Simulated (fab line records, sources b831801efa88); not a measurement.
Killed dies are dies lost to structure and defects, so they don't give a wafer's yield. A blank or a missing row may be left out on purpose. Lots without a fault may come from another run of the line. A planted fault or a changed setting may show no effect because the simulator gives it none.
A sampling plan put to the test | flow gf180mcu | one fab line, 28 faults that these records tell of, each judged on the records of the lots that it struck; 13 more are left out, because the records don't allow judging them
The plan is the line's own looks: the steps of the route at which a gauge or an inspection reads the wafer and doesn't change it. A look can be judged if struck wafers have a number there and the file gives its usual mean and standard deviation on fault-free wafers. Caught: at a look after the fault's first step, the mean of the struck wafers lies 4 or more of those standard deviations (sigma) from the usual mean. On the tool: the same test on the tool's own readings at the fault's steps. Another recipe on the struck wafers, or a record that is blank for them alone, also counts as caught.

THE FAULTS, as the simulator had put them in
1. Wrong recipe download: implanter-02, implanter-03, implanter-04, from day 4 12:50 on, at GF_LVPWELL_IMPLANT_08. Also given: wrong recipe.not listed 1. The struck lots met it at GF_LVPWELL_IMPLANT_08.
2. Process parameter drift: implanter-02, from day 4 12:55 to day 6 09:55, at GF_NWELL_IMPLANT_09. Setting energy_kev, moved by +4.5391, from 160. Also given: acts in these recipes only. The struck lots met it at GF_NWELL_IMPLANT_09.
3. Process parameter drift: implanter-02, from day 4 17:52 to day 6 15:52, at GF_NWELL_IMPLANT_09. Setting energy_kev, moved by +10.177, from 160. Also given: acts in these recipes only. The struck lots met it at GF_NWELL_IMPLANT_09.
4. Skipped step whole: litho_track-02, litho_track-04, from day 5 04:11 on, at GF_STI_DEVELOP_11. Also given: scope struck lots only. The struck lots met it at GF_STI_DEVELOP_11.
5. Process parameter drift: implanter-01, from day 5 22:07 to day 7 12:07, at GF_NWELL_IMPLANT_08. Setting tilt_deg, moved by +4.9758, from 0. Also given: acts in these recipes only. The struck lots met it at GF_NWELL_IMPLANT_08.
6. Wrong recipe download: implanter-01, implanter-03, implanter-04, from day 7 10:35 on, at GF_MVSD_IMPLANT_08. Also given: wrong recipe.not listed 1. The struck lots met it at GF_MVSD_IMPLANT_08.
7. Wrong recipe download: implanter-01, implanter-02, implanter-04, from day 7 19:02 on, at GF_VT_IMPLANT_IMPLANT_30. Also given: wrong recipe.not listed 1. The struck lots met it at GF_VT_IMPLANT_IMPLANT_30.
8. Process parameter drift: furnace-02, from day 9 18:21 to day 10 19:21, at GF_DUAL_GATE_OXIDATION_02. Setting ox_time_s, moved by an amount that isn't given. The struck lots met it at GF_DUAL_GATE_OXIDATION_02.
9. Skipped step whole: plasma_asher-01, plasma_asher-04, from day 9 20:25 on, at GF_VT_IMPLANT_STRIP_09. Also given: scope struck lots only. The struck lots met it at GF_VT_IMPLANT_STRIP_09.
10. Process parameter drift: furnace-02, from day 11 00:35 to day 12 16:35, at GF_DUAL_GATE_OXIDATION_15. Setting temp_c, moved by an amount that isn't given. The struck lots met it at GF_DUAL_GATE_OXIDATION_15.
11. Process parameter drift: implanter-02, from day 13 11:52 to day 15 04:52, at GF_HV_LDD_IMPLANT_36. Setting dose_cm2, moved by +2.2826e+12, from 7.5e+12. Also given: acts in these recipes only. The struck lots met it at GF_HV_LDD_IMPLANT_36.
12. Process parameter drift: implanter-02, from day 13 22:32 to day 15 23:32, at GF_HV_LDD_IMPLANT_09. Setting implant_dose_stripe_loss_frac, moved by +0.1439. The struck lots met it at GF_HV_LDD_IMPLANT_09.
13. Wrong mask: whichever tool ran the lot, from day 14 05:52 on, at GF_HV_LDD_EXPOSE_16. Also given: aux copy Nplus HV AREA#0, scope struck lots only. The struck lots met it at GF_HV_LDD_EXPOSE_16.
14. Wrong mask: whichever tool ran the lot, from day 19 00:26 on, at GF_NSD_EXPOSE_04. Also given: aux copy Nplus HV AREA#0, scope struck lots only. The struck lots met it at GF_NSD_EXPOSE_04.
15. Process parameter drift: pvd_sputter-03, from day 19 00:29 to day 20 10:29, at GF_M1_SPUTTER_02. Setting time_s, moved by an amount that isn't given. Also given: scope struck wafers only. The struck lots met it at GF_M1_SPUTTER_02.
16. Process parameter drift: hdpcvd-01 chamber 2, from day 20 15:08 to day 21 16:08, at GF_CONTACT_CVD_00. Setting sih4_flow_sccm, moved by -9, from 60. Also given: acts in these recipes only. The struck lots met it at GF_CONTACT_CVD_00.
17. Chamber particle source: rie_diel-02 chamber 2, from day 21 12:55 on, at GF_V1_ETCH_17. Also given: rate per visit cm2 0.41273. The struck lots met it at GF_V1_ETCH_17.
18. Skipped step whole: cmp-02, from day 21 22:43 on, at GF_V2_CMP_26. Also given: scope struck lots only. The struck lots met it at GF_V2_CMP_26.
19. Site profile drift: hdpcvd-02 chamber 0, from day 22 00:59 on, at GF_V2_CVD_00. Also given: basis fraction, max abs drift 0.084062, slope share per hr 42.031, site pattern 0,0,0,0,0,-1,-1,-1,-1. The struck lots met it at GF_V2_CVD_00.
20. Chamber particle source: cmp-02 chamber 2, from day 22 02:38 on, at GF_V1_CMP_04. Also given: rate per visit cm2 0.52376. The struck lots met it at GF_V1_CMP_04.
21. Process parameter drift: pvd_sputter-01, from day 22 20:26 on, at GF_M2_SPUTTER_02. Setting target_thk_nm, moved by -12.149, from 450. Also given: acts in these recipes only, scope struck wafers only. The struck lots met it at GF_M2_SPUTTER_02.
22. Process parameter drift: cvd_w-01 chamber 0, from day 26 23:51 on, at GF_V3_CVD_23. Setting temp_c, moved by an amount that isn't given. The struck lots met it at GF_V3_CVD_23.
23. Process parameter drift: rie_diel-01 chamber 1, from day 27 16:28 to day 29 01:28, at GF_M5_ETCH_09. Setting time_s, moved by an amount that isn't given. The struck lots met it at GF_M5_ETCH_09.
24. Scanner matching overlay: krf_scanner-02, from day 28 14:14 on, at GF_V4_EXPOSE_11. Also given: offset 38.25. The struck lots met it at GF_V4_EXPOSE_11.
25. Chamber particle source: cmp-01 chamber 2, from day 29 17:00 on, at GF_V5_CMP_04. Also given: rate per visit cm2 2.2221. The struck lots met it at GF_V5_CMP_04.
26. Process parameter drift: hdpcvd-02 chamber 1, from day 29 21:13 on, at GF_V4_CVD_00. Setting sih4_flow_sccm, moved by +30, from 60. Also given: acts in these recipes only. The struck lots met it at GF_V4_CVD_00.
27. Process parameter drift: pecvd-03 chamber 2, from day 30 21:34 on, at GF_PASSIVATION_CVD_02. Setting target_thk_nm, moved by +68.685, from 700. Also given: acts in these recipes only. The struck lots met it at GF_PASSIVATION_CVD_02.
28. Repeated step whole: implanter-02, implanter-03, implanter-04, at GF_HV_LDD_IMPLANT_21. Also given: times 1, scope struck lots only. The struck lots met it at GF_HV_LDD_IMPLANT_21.

WHAT THE PLAN SAW
fault | on the tool itself                               | first look that catches it                      | reading, sigma                                  | median hours from its first step to that look | hours from the fault's start to the first struck lot there | judged looks passed uncaught
1     | under 2 sigma                                    | GF_LVPWELL_TW_MEAS_11                           | LVPWELL_TW +99 or beyond                        | 0.4                                           | 2                                                          | 0
2     | beam_energy_keV +88 sigma                        | no look after it can be judged                  | -                                               | -                                             | -                                                          | 0
3     | beam_energy_keV +99 or beyond sigma              | no look after it can be judged                  | -                                               | -                                             | -                                                          | 0
4     | no reading that can be judged                    | no look after it can be judged                  | -                                               | -                                             | -                                                          | 0
5     | tilt_deg +99 or beyond sigma                     | GF_NWELL_TW_MEAS_11                             | NWELL_TW +10                                    | 0.4                                           | 3                                                          | 0
6     | no reading that can be judged                    | GF_MVSD_TW_MEAS_11                              | MVSD_TW +40                                     | 0.4                                           | 3                                                          | 0
7     | under 2 sigma                                    | GF_VT_IMPLANT_TW_MEAS_32                        | VT_IMPLANT_3_TW +58                             | 0.2                                           | 2                                                          | 0
8     | only faintly: ox_temp_c +2.1 sigma               | GF_DUAL_GATE_THK_MEAS_03                        | DUAL_GATE_OXIDATION_00_THK +24                  | 1.4                                           | 11                                                         | 0
9     | the tool's record is blank for the struck wafers | GF_VT_IMPLANT_TW_MEAS_21                        | VT_IMPLANT_2_TW -97                             | 17.1                                          | 20                                                         | 0
10    | tube_center_temp_C +55 sigma                     | no look after it can be judged                  | -                                               | -                                             | -                                                          | 0
11    | dose_ions_cm2 +99 or beyond sigma                | GF_HV_LDD_RS_MEAS_53                            | HV_LDD_RS -6.0                                  | 22.0                                          | 31                                                         | 1
12    | no reading that can be judged                    | GF_HV_LDD_TW_MEAS_11                            | HV_LDD_TW -4.0                                  | 0.2                                           | 8                                                          | 0
13    | no reading that can be judged                    | GF_HV_LDD_TW_MEAS_23                            | HV_LDD_2_TW -85                                 | 10.5                                          | 14                                                         | 0
14    | under 2 sigma                                    | GF_NSD_TW_MEAS_12                               | NSD_TW -99 or beyond                            | 12.7                                          | 16                                                         | 0
15    | under 2 sigma                                    | GF_M1_RS_MEAS_05                                | M1_ALCU_RS -21                                  | 0.1                                           | 14                                                         | 0
16    | sih4_flow_sccm -50 sigma                         | GF_CONTACT_THK_MEAS_01                          | CONTACT_CVD_00_THK -9.7                         | 0.1                                           | 6                                                          | 0
17    | under 2 sigma                                    | not the one look that can be judged after it    | -                                               | -                                             | -                                                          | 1
18    | no reading that can be judged                    | no look after it can be judged                  | -                                               | -                                             | -                                                          | 0
19    | no reading that can be judged                    | GF_V2_THK_MEAS_01                               | V2_CVD_00_THK -4.2                              | 0.1                                           | 34                                                         | 0
20    | under 2 sigma                                    | none of the 7 looks that can be judged after it | -                                               | -                                             | -                                                          | 7
21    | under 2 sigma                                    | none of the 4 looks that can be judged after it | strongest: M2_ALCU_RS at GF_M2_RS_MEAS_05, +3.1 | -                                             | -                                                          | 4
22    | susceptor_temp_C +34 sigma                       | GF_V3_RS_MEAS_24                                | V3_W_RS -14                                     | 0.2                                           | 3                                                          | 0
23    | under 2 sigma                                    | no look after it can be judged                  | -                                               | -                                             | -                                                          | 0
24    | under 2 sigma                                    | GF_V4_OVL_MEAS_15                               | V4_OVL +6.4                                     | 9.3                                           | 12                                                         | 0
25    | under 2 sigma                                    | no look after it can be judged                  | -                                               | -                                             | -                                                          | 0
26    | sih4_flow_sccm +99 or beyond sigma               | GF_V4_THK_MEAS_01                               | V4_CVD_00_THK +39                               | 0.1                                           | 5                                                          | 0
27    | under 2 sigma                                    | GF_PASSIVATION_THK_MEAS_03                      | PASSIVATION_CVD_02_THK +7.3                     | 0.3                                           | 4                                                          | 0
28    | no reading that can be judged                    | GF_HV_LDD_TW_MEAS_23                            | HV_LDD_2_TW +20                                 | 0.6                                           | -                                                          | 0
A dash: the fault isn't caught, or these records don't give the number.

Caught at a look: 18 of 28. Caught on the tool: 9 of 28. By one or the other: 21 of 28.
Caught on the tool alone: faults 2, 3, 10.
Caught at a look alone: faults 1, 6, 7, 8, 12, 13, 14, 15, 19, 24, 27, 28.
Caught by neither: faults 4, 17, 18, 20, 21, 23, 25.

THINNER SAMPLING
If the look that catches a fault measured only every second or every third lot, by lot number, the first struck lot would be measured this late in the worst case:
fault | struck lots at that look, in order of time | every lot | every second lot | every third lot
1     | L760, L761, L762                           | 2 h       | 5 h              | 12 h
5     | L669, L670                                 | 3 h       | 9 h              | may miss all 2
6     | L852, L853, L854, L855                     | 3 h       | 10 h             | 14 h
7     | L211, L212, L213, L214                     | 2 h       | 7 h              | 15 h
8     | L923                                       | 11 h      | may miss it      | may miss it
9     | L962, L963                                 | 20 h      | 24 h             | may miss all 2
11    | L873, L875                                 | 31 h      | may miss all 2   | may miss all 2
12    | L746                                       | 8 h       | may miss it      | may miss it
13    | L433                                       | 14 h      | may miss it      | may miss it
14    | L195                                       | 16 h      | may miss it      | may miss it
15    | L888, L890                                 | 14 h      | may miss all 2   | may miss all 2
16    | L796                                       | 6 h       | may miss it      | may miss it
19    | L729                                       | 34 h      | may miss it      | may miss it
22    | L920, L923                                 | 3 h       | 27 h             | may miss all 2
24    | L192, L193                                 | 12 h      | 22 h             | may miss all 2
26    | L219, L220, L221                           | 5 h       | 10 h             | 19 h
27    | L892                                       | 4 h       | may miss it      | may miss it
Hours are from the fault's start to the first struck lot that is measured. The limit of 4 sigma was tested on all struck wafers together, so one lot alone may lie under it. Other struck lots may not be in these records.

THE LONGEST TIMED WAY FROM STEP TO LOOK
Fault 11: a median of 22.0 hours passes between GF_HV_LDD_IMPLANT_36 and GF_HV_LDD_RS_MEAS_53. The look between them that can be judged stayed within 4 sigma: GF_HV_LDD_TW_MEAS_38.
